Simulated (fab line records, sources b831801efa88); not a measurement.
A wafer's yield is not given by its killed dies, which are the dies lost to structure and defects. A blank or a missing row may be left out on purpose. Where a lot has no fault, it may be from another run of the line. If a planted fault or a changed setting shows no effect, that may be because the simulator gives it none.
fab line records	flow sfq_line
[record] lots = 14	wafers = 42	last_day = 92
route steps=325 shown I0@45 M2@101 I2@104 M6@253
lots that met no fault: from a run of the same line without faults
start_h: the number of hours between the record's first day and the start of the first shown wafer of the lot	wait_h: time in hours since the lot's previous step	" identical to the entry in the row above	L1.1+2: a single row standing in for several wafers	- either no value or no given start	* or withheld: withheld	< > ~ a bound
route shown NAME@n: NAME is a module with steps in the file, n the number in the route of the first one	usual: mean/standard deviation taken from wafers without a fault	same: alike in all rows	chamber/n: place in a boat	sites: the reading at each site	_std_site: standard deviation of those values	_edge_site: inner sites' mean taken away from outer sites' mean	radius_mm: how far each site lies from the wafer's centre	mask NAME#n: copy n	behind: tool/chamber where the wafer was last shaped	hold: the reason the lot was held/the length of the hold in hours/how it ended	device: the transistor (n, p or np) that didn't switch	end of line: tests run on the same wafers once the route is complete	a step given without rows: its recipe and nothing more	killed: at the first sort, the dies lost to defects and structure; wafer yield is something else	map: shows each die of a wafer: x if killed, . if not, _ if none is there
set.NAME: the setting as run; set.NAME@STEP: as run at that earlier step	model.NAME: the simulator's own value behind a step, which no gauge read
route steps across a sampled set of lots; one table per step, one row per wafer
services: from which hour (start_h, from the record's first day; less than 0 if before it) a tool's chamber was out of use, for how many hours, and why
[[steps]]
[step SFQ_I0_BOW_MEAS_907]
[recipe] mode = bow
[usual] I0_BOW = 2/7.2
lot.wafer	tool	chamber	start_h	wait_h	I0_BOW[um]
L629.1	film_metro-02	-	256.28	2.5	5
L629.3	"	-	"	"	9
L629.6	"	-	"	"	-1
L630.2	film_metro-04	-	258.70	1.5	1
L630.3	"	-	"	"	-12
L630.4	"	-	"	"	0
L633.1	film_metro-03	-	290.34	1.0	-2
L633.2	"	-	"	"	-9
L633.5	"	-	"	"	-2
L635.1	film_metro-02	-	307.56	2.0	9
L635.3	"	-	"	"	-1
L635.5	"	-	"	"	2
L637.1	film_metro-03	-	329.22	2.5	3
L637.3	"	-	"	"	-7
L637.4	"	-	"	"	-2
L638.3	film_metro-03	-	337.87	2.0	-5
L638.4	"	-	"	"	3
L638.5	"	-	"	"	9
L639.3	film_metro-04	-	346.87	2.5	6
L639.4	"	-	"	"	4
L639.5	"	-	"	"	6
L640.2	film_metro-04	-	353.53	2.5	4
L640.3	"	-	"	"	8
L640.6	"	-	"	"	0
L641.1	film_metro-02	-	356.63	1.5	-9
L641.3	"	-	"	"	-11
L641.4	"	-	"	"	-2
L642.3	film_metro-04	-	365.55	1.5	-1
L642.4	"	-	"	"	1
L642.6	"	-	"	"	0
L649.1	film_metro-04	-	428.78	1.0	5
L649.3	"	-	"	"	6
L649.6	"	-	"	"	-2
L650.2	film_metro-02	-	436.00	2.0	3
L650.3	"	-	"	"	-1
L650.4	"	-	"	"	-1
L651.1	film_metro-03	-	443.30	2.5	5
L651.3	"	-	"	"	1
L651.4	"	-	"	"	-5
L652.2	film_metro-04	-	451.12	1.0	12
L652.5	"	-	"	"	3
L652.6	"	-	"	"	-4
[step SFQ_TRILAYER_M2_STRIP_STRIP_061]
[recipe] gas = O2	power_w = 200	platen_temp_c = 40	overash_fraction = 0.65	chemistry = O2	pressure_mtorr = 50
[usual] drypump_motor_current_A = 6.09/0.3	he_backside_leak_sccm = 3.51/0.14	oes_product_au = 1.000/0.0097
lot.wafer	tool	chamber	start_h	wait_h	drypump_motor_current_A	he_backside_leak_sccm	oes_product_au	rf_hours_counter_h
L629.1	rie_metal-02	0	851.23	0.1	6.16	3.55	1.012	5
L629.3	"	1	"	"	5.89	3.41	1.013	-
L629.6	"	0	"	"	6.23	3.69	1.018	-
L630.2	rie_metal-02	1	854.83	0.1	5.89	3.40	0.999	103
L630.3	"	0	"	"	6.22	3.41	1.005	-
L630.4	"	1	"	"	5.90	3.32	0.997	-
L633.1	rie_metal-03	1	877.63	0.1	5.72	3.56	0.993	119
L633.2	"	0	"	"	6.54	3.67	0.992	132
L633.5	"	1	"	"	5.74	3.54	0.998	-
L635.1	rie_metal-03	0	894.43	0.1	6.65	3.62	0.995	135
L635.3	"	1	"	"	5.72	3.51	1.013	-
L635.5	"	0	"	"	6.60	3.48	1.000	-
L637.1	rie_metal-02	1	923.85	0.1	5.91	3.26	1.013	117
L637.3	"	0	"	"	6.24	3.49	0.995	-
L637.4	"	1	"	"	5.91	3.28	1.003	-
L638.3	rie_metal-02	1	928.85	0.2	5.90	3.42	1.007	-
L638.4	"	0	"	"	6.27	3.27	1.010	-
L638.5	"	0	"	"	6.26	3.36	1.018	-
L639.3	rie_metal-03	1	931.25	0.2	5.74	3.56	0.994	-
L639.4	"	0	"	"	6.57	3.63	0.980	-
L639.5	"	1	"	"	5.74	3.52	0.997	-
L640.2	rie_metal-02	0	933.45	0.1	6.27	3.68	0.998	11
L640.3	"	0	"	"	6.26	3.57	0.994	-
L640.6	"	1	"	"	5.90	3.49	0.992	-
L641.1	rie_metal-03	1	934.65	0.1	5.73	3.39	0.989	127
L641.3	"	1	"	"	5.73	3.51	0.997	-
L641.4	"	0	"	"	6.56	3.64	1.007	-
L642.3	rie_metal-01	1	936.05	0.2	6.10	3.40	1.000	-
L642.4	"	0	"	"	5.91	3.69	1.022	-
L642.6	"	0	"	"	5.92	3.50	1.017	-
L649.1	rie_metal-02	0	950.25	0.1	6.28	3.65	1.006	13
L649.3	"	0	"	"	6.25	3.71	1.011	-
L649.6	"	1	"	"	5.90	3.45	1.002	-
L650.2	rie_metal-03	1	951.45	0.1	5.71	3.39	0.988	129
L650.3	"	1	"	"	5.71	3.46	0.995	-
L650.4	"	0	"	"	6.62	3.67	0.991	-
L651.1	rie_metal-01	1	952.65	0.1	6.09	3.42	1.000	50
L651.3	"	1	"	"	6.10	3.62	0.986	-
L651.4	"	0	"	"	5.98	3.40	0.999	-
L652.2	rie_metal-01	0	957.45	0.1	6.01	3.44	1.006	87
L652.5	"	1	"	"	6.08	3.60	0.990	-
L652.6	"	0	"	"	5.96	3.40	1.000	-
[step SFQ_TRILAYER_I2_CMP_CMP_064]
[recipe] material = SiO2	down_force_psi = 3	platen_rpm = 60	pad_velocity_m_s = 0.94248
[usual] head_pressure_psi = 3.000/0.0059	motor_current_A = 10.4/1.3	time_to_endpoint_s = 215/6.8
lot.wafer	tool	chamber	start_h	wait_h	head_pressure_psi	motor_current_A	time_to_endpoint_s
L629.1	cmp-02	1	854.38	2.3	2.999	13.1	229
L629.3	"	2	"	"	2.992	10.2	219
L629.6	"	0	855.88	3.8	3.000	8.9	224
L630.3	cmp-02	0	856.88	1.1	2.993	8.9	208
L630.2	"	2	857.88	2.1	3.012	10.6	205
L630.4	"	3	"	"	3.000	10.2	201
L633.1	cmp-02	1	879.21	0.8	2.998	12.5	213
L633.2	"	0	880.71	2.3	3.003	8.7	212
L633.5	"	1	"	"	2.998	12.8	217
L635.1	cmp-02	0	895.28	0.0	3.003	8.8	211
L635.3	"	3	896.78	1.5	2.992	9.7	201
L635.5	"	1	897.78	2.5	3.003	13.4	224
L637.4	cmp-02	3	925.92	1.2	3.000	10.0	217
L637.3	"	0	"	"	3.004	8.5	218
L637.1	"	1	"	"	2.999	12.9	218
L638.3	cmp-02	0	930.01	0.5	2.993	8.3	220
L638.4	"	1	"	"	3.005	13.7	224
L638.5	"	0	932.01	2.5	2.997	8.6	225
L639.3	cmp-01	3	933.92	2.1	2.988	10.4	210
L639.4	"	0	"	"	2.996	10.1	213
L639.5	"	2	935.42	3.5	3.003	9.5	221
L641.3	cmp-01	1	936.42	0.9	3.005	11.2	222
L641.1	"	2	"	"	3.008	9.6	221
L641.4	"	0	937.92	2.4	2.987	9.7	223
L640.2	cmp-02	2	936.51	2.1	3.003	9.6	223
L640.3	"	3	"	"	3.004	10.1	213
L640.6	"	1	938.01	3.5	3.006	13.9	230
L642.3	cmp-02	0	938.51	1.8	3.004	8.7	211
L642.4	"	3	940.01	3.3	3.008	10.8	218
L642.6	"	1	941.01	4.3	3.002	13.2	222
L649.1	cmp-02	0	954.01	2.8	3.197	9.3	201
L649.3	"	2	955.01	3.8	3.010	10.0	221
L649.6	"	0	956.01	4.7	3.179	9.2	208
L650.3	cmp-01	0	954.42	2.2	3.008	10.1	203
L650.2	"	1	"	"	3.000	11.0	211
L650.4	"	3	955.92	3.6	2.999	9.3	200
L651.4	cmp-02	2	956.51	3.0	2.997	10.2	222
L651.1	"	3	"	"	3.000	9.8	205
L651.3	"	0	"	"	3.180	9.1	201
L652.2	cmp-01	2	961.92	3.7	2.993	10.2	218
L652.5	"	3	"	"	2.996	10.0	218
L652.6	"	0	"	"	2.996	10.0	215
[step SFQ_M6_RS_MEAS_938]
[recipe] thk_meas_gauge = four-point-probe	reads = Nb_of_TRILAYER_M6_DEP_SPUTTER_157
[usual] M6_NB_RS = 0.890/0.0095
lot.wafer	tool	chamber	start_h	wait_h	M6_NB_RS[ohm/sq]
L629.1	film_metro-02	-	1563.72	0.0	0.897
L629.3	"	-	"	"	0.909
L629.6	"	-	"	"	0.888
L630.2	film_metro-02	-	1572.94	0.1	0.889
L630.3	"	-	"	"	0.897
L630.4	"	-	"	"	0.880
L633.1	film_metro-02	-	1596.52	0.0	0.897
L633.2	"	-	"	"	0.895
L633.5	"	-	"	"	0.900
L635.1	film_metro-03	-	1710.67	0.0	0.898
L635.3	"	-	"	"	0.899
L635.5	"	-	"	"	0.903
L637.1	film_metro-04	-	1713.07	0.0	0.888
L637.3	"	-	"	"	0.900
L637.4	"	-	"	"	0.897
L638.3	film_metro-03	-	1714.31	0.1	0.899
L638.4	"	-	"	"	0.897
L638.5	"	-	"	"	0.895
L639.3	film_metro-02	-	1715.51	0.1	0.866
L639.4	"	-	"	"	0.878
L639.5	"	-	"	"	0.879
L640.2	film_metro-02	-	1725.69	0.1	0.888
L640.3	"	-	"	"	0.884
L640.6	"	-	"	"	0.893
L641.1	film_metro-02	-	1728.07	0.0	0.882
L641.3	"	-	"	"	0.869
L641.4	"	-	"	"	0.883
L642.3	film_metro-03	-	1873.04	0.1	0.901
L642.4	"	-	"	"	0.901
L642.6	"	-	"	"	0.903
L649.1	film_metro-03	-	1959.05	0.0	0.901
L649.3	"	-	"	"	0.911
L649.6	"	-	"	"	0.899
L650.2	film_metro-02	-	1965.91	0.1	0.891
L650.3	"	-	"	"	0.882
L650.4	"	-	"	"	0.877
L651.1	film_metro-04	-	1967.09	0.0	0.901
L651.3	"	-	"	"	0.887
L651.4	"	-	"	"	0.893
L652.2	film_metro-02	-	1968.31	0.1	0.885
L652.5	"	-	"	"	0.891
L652.6	"	-	"	"	0.878
[[services]]
tool	chamber	start_h	hours	kind
rie_metal-03	-	849.43	2.8	pm
rie_metal-02	-	856.69	1.8	repair
rie_metal-02	0	857.51	29.8	repair
cmp-02	-	877.30	1.9	repair
rie_metal-01	-	879.97	14.6	pm
rie_metal-02	0	904.56	2.7	repair
rie_metal-03	-	914.82	2.3	repair
cmp-01	-	919.01	4.0	pm
cmp-01	-	923.01	-	consumable_replace:conditioner
cmp-01	-	923.01	-	consumable_replace:pad
[[key]]
[first_sign] step = SFQ_TRILAYER_I2_CMP_CMP_064	reading = head_pressure_psi	direction = up	sigmas = 32	usual = 3.000	struck = 3.185
effect none on later readings
met_at SFQ_TRILAYER_I2_CMP_CMP_064
struck_lots L649,L651
struck_wafers L649.1,L649.6,L651.3
not_acting_at SFQ_I0_BOW_MEAS_907,SFQ_TRILAYER_M2_STRIP_STRIP_061,SFQ_M6_RS_MEAS_938
onset_between 938.51 954.01
[fault] kind = process_parameter_drift	tool = cmp-02	chamber = 0	onset_h = 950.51	steps = SFQ_TRILAYER_I2_CMP_CMP_064	channel = down_force_psi	offset = 0.18787	shape = step	end_h = 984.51	acts_in = these_recipes_only	stated = 3
